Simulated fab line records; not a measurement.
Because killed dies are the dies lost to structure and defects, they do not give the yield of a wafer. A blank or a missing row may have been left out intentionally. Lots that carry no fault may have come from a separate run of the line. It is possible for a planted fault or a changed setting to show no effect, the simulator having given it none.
Code-filled problem report in 8D (eight disciplines) form    flow sky130    the parts of the form that need people (team, actions taken, sign-off) are left out

== 1. THE ISSUE ==
At SKY_SPACER_ETCHBACK_02, runLengthS averages 87.2 s over 2 wafers from 2 lots, while fault-free wafers read 75.0 s, standard deviation 0.43. Relative to the usual mean, that is a shift of +28 standard deviations.
The step: etches Si3N4 in CH3F/O2, stops on SiO2, time 46.7 s, target depth 45 nm.
First observed at day 28 13:49: wafer L739.2, on rieDiel-02. The record has a number at this step for 41 wafers belonging to 14 lots. Rule for "out" (also "out of limits"): further than 4 standard deviations from the usual mean. The other wafers with a number count as sound.

== 2. WHAT IT IS, WHAT IT ISN'T ==
question                     is                        is not
which readings at this step  runLengthS, oesProductAu  ch3fFlowSccm, drypumpMotorCurrentA
which lots                   L739, L742                L725, L726, L727, L729, L730, L731, L732, L733, L734, L735, L736, L748
which wafers of those lots   L739.2, L742.1            L739.3, L739.6, L742.3
read on which tools          rieDiel-02                rieDiel-01, rieDiel-03
when                         from day 28 13:49         up to then (35 sound wafers); but 4 sound wafers of L742, L748 came after

== 3. WHAT RULES OUT EACH SUSPECT ==
Counting: a tool at a process step up to the reading stays a suspect if it ran every lot that is out. Sound lots after the first of them don't rule it out here, since some wafers of a struck lot are sound.
- rieDiel-02 at SKY_SPACER_ETCHBACK_02 (etches Si3N4 in CH3F/O2, stops on SiO2, time 46.7 s, target depth 45 nm): kept. It processed each lot that is out (first: L739, day 28 13:49); up to then, its last sound lot is L736 (day 27 05:23). Out on those wafers are its own readings of oesProductAu, runLengthS.
Left after counting: rieDiel-02 at SKY_SPACER_ETCHBACK_02.

== 4. THE CAUSE (what the simulator had put in) ==
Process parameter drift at SKY_SPACER_ETCHBACK_02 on rieDiel-02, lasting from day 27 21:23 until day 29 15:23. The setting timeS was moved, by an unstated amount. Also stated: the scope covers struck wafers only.
This tool alone remained once counting was done.

== 5. THE EFFECT CHAIN, in route order ==
Each row: a reading whose mean over the struck wafers that have a number lies more than 3 standard deviations from the usual. Readings are gone through only where the record gives a usual standard deviation; hours: the median, over the lots, of the time from a lot's start at the first step in this table giving one to that lot's start at this step; sigmas: the change measured in usual standard deviations.
hours  step                    reading       usual       on struck wafers  change  sigmas
0      SKY_SPACER_ETCHBACK_02  oesProductAu  0.856 a.u.  0.753             -0.103  -16
0      SKY_SPACER_ETCHBACK_02  runLengthS    75.0 s      87.2              +12.2   +28
28     SKY_POLY_CUT_ETCH_11    oesProductAu  0.830 a.u.  0.803             -0.027  -4.3
It contains these process steps:
- SKY_SPACER_ETCHBACK_02: etches Si3N4 in CH3F/O2, stops on SiO2, time 46.7 s, target depth 45 nm.
- SKY_POLY_CUT_ETCH_11: etches Si3N4 in CF4/CH2F2/Ar, stops on poly-Si, time 42.5 s, target depth 60 nm.

== 6. HOW IT WOULD HAVE BEEN CAUGHT EARLIER ==
First out-of-limits reading in this record: day 28 13:49, which is 16 hours after fault onset at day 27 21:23.
